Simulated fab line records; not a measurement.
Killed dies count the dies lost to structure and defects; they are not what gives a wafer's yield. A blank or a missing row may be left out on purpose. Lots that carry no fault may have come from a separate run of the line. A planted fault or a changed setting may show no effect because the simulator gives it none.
Split-lot experiment | flow sfqLine | 23 wafers read from 5 lots, route of 325 steps

## THE SPLIT ITSELF
At SFQ_TRILAYER_M2_LITHO_EXPOSE_058 (exposes mask M2, target cd 500 nm), the setting doseMj was moved away from the recipe's 14.4 on 11 of the 23 wafers read, by -6.2% to +5.5%. All remaining wafers had this setting at the recipe value.

## FROM THE SPLIT TO THE READING: what the file shows between them, 2 steps
- SFQ_TRILAYER_M2_LITHO_PEB_060: peb time 60 s
- SFQ_TRILAYER_M2_LITHO_DEVELOP_059: time 60 s

## THE READING
M2.cdNm (the simulator's own value, which no gauge read), in nm, at SFQ_TRILAYER_M2_BARC_OPEN_METAL_ETCH_077 (etches BARC in O2, target depth 125 nm, time 41.7 s). There is no usual value for it anywhere in the file. Here, 12 wafers ran the recipe; their average is 500.6 nm with a standard deviation of 1.3 nm.

wafer  | tool, chamber at the split | doseMj as run | against the recipe | M2.cdNm, nm | against lot-mates on the recipe
L074.3 | krfScanner-01, 0           | 14.4          | recipe             | 501.8       | -
L074.4 | krfScanner-01, 0           | 14.4          | recipe             | 500.8       | -
L074.5 | krfScanner-01, 0           | 14.4          | recipe             | 503.7       | -
L078.1 | krfScanner-02, 0           | 13.5          | -6.2%              | 512.2       | +11.9
L078.2 | krfScanner-02, 0           | 13.5          | -6.2%              | 510.2       | +9.8
L078.4 | krfScanner-02, 0           | 13.5          | -6.2%              | 510.7       | +10.3
L078.5 | krfScanner-02, 0           | 14.4          | recipe             | 500         | -
L078.6 | krfScanner-02, 0           | 14.4          | recipe             | 500.7       | -
L079.1 | krfScanner-02, 0           | 14.4          | recipe             | 498.5       | -
L079.2 | krfScanner-02, 0           | 15.19         | +5.5%              | 491.3       | -7.7
L079.3 | krfScanner-02, 0           | 15.19         | +5.5%              | 489.7       | -9.3
L079.4 | krfScanner-02, 0           | 15.19         | +5.5%              | 490.5       | -8.5
L079.6 | krfScanner-02, 0           | 14.4          | recipe             | 499.5       | -
L083.1 | krfScanner-02, 0           | 13.61         | -5.5%              | 507.1       | +5.8
L083.2 | krfScanner-02, 0           | 14.4          | recipe             | 500.8       | -
L083.4 | krfScanner-02, 0           | 13.61         | -5.5%              | 510.9       | +9.6
L083.5 | krfScanner-02, 0           | 14.4          | recipe             | 501.8       | -
L083.6 | krfScanner-02, 0           | 13.61         | -5.5%              | 510.4       | +9.1
L084.1 | krfScanner-02, 0           | 14.87         | +3.3%              | 494.6       | -5.4
L084.2 | krfScanner-02, 0           | 14.4          | recipe             | 500.4       | -
L084.3 | krfScanner-02, 0           | 14.4          | recipe             | 500.3       | -
L084.4 | krfScanner-02, 0           | 14.87         | +3.3%              | 494.7       | -5.3
L084.5 | krfScanner-02, 0           | 14.4          | recipe             | 499.4       | -

THE FIT
A straight line over all 23 wafers: M2.cdNm changes by -1.72 nm for each +1% of doseMj; r = -0.98; the points scatter about the line by 1.3 nm.
The same after taking each lot's own level away (the mean of its wafers on the recipe; 23 wafers): -1.6 nm for each +1%; r = -0.99; scatter 1 nm.
Per that fit: largest doseMj move, reading shift of 10 nm.
Measured against the standard deviation above, the lots' own levels, which go from 499.00 to 502.10 nm, span 2.4 times it.
Consequently the slope shifts little with the lot-to-lot level, the two slopes agreeing.
Check: +9.69 nm against its lot-mates is what the line predicts for one of the wafers moved furthest among these (-6.2%) when that wafer is left out of the fit. It came out at +11.9 nm against them.

## ADDITIONAL SPLITS CARRIED BY THESE WAFERS
Before the reading, these wafers also passed through other splits. Each is held against what the fit with the lots' levels taken away leaves over:
other split on the same wafers              | wafers away from the commonest value | r with M2.cdNm (lot level and that fit taken away)
SFQ_TRILAYER_I1_VIA_LITHO_EXPOSE_050 doseMj | 11                                   | -0.27
SFQ_TRILAYER_M2_DEP_SPUTTER_055 powerW      | 9                                    | +0.09

## FILE'S OWN FIT
M2.cdNm changes by -1.6 nm for each +1% of doseMj, r = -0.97.
